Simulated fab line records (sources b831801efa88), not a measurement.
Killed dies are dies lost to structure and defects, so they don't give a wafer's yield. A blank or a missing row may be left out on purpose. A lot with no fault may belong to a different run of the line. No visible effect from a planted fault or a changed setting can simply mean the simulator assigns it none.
A lot that was struck, set against a sound lot	flow sky130	15 out of 708 route steps
Sound: the wafers L371.1, L371.3, L371.6. The struck wafers were L367.2, L367.4, L367.5. The cause comes at the end.
For every step that has rows: the tool of each side, followed by ch and its chambers, followed by its first start. Under that, the readings that differ: sound wafers	struck wafers	difference of the means	sigmas: that difference in standard deviations of wafers without a fault.
alike: words and numbers the same on both sides, and readings whose means are apart by under 2 such deviations; not compared: readings that were withheld, readings missing a value for some wafer, numbers with overlapping values and no deviation given by the record, and bounds like >300 which may hide the same value.
Wherever a step has rows on one side only, a row that says differs or no value, or a row with sigmas, the two part there. Numbers that have no deviation but don't overlap get no sigmas and don't part them. A reading missing from all wafers of one side parts the sides only when that side holds two or more wafers.

first, 3 steps without rows for these wafers: SKY_SONOS_ONO_WET_ETCH_18 (etches Si3N4 in H3PO4, target depth 15 nm, time 172 s); SKY_GATE_OXIDE_CLEAN_00 (cleans in SC1/SC2, time 150 s); SKY_GATE_OXIDE_OXIDATION_01 (stabilise 600 s, purge 300 s, target thk 10.268 nm).
SKY_GATE_OXIDE_THK_MEAS_02:
  sound on film metro-03 at day 17 19:02; struck on film metro-03 at day 16 20:48
  alike: GATE_OXIDE_OXIDATION_00_THK
then, 7 steps without rows for these wafers: SKY_GATE_OXIDE_DEHYDRATE_03 (time 60 s); SKY_GATE_OXIDE_HMDS_04 (prime time 60 s); SKY_GATE_OXIDE_COAT_05 (resist thk 1140 nm); SKY_GATE_OXIDE_SOFTBAKE_06 (time 60 s); SKY_GATE_OXIDE_EXPOSE_07 (exposes mask LVOM, target cd 600 nm); SKY_GATE_OXIDE_PEB_08; SKY_GATE_OXIDE_DEVELOP_09 (develop time 60 s).
SKY_GATE_OXIDE_OVL_MEAS_10:
  sound on overlay-01 at day 19 00:37; struck on overlay-02 at day 18 01:14
  alike: GATE_OXIDE_OVL
SKY_GATE_OXIDE_IMPLANT_11:
  sound on implanter-01 ch 0, day 19 00:40; struck on implanter-02 ch 0, day 18 01:17
reading	sound	struck	difference	sigmas
dose ions cm2	2.5996e+12 2.5995e+12 2.602e+12	2.6801e+12 2.6806e+12 2.6768e+12	+7.8800e+10	+29
then, 1 step without rows for these wafers: SKY_GATE_OXIDE_WET_ETCH_12 (etches SiO2 in dHF, target depth 16.8 nm, time 336 s).
-- here the record skips 31 days between the struck wafers' starts before and after, leaving off in module GATE_OXIDE and picking up in module PAD_OPEN (first step shown: number 708 of the route) --
SKY_PAD_OPEN_PROBE_99:
  sound on prober-01 at day 49 15:13; struck on prober-01 at day 49 04:44
reading	sound	struck	difference	sigmas
killed at contacts	20 10 24	28 37 27	+13	+2
model.etest.pfet_01v8_lvt.drive ua um	171.5 173.3 171.2	176.2 176.6 174.8	+3.9	
model.etest.pfet_01v8_lvt.off log10 a um	-8.813 -9.069 -9.102	-8.635 -8.629 -8.527	+0.398	
model.etest.pfet_01v8_lvt.vt sat v (V)	-0.4488 -0.4497 -0.4627	-0.4139 -0.4129 -0.4111	+0.0411	
model.etest.pfet_01v8_lvt.vt v (V)	-0.5406 -0.5368 -0.5501	-0.5056 -0.5029 -0.5015	+0.0392	
model.etest.pfet_01v8_lvt.vt long v (V)	-0.6605 -0.6519 -0.6648	-0.6267 -0.6248 -0.6221	+0.0345	
model.etest.pfet_01v8_lvt.body rise v (V)	-0.205 -0.2043 -0.2028	-0.2101 -0.2125 -0.2131	-0.0079	
  alike: killed_at_M0_to_M3, killed_at_M4_up, killed at front end, killed at other, killed dies, killed open, killed short

== WHERE THEY PART ==
Last at SKY_PAD_OPEN_PROBE_99 as far as this record goes, first at SKY_GATE_OXIDE_IMPLANT_11.

WHY: what had been put in by the simulator
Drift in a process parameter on implanter-02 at SKY_GATE_OXIDE_IMPLANT_11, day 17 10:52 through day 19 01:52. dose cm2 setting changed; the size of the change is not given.
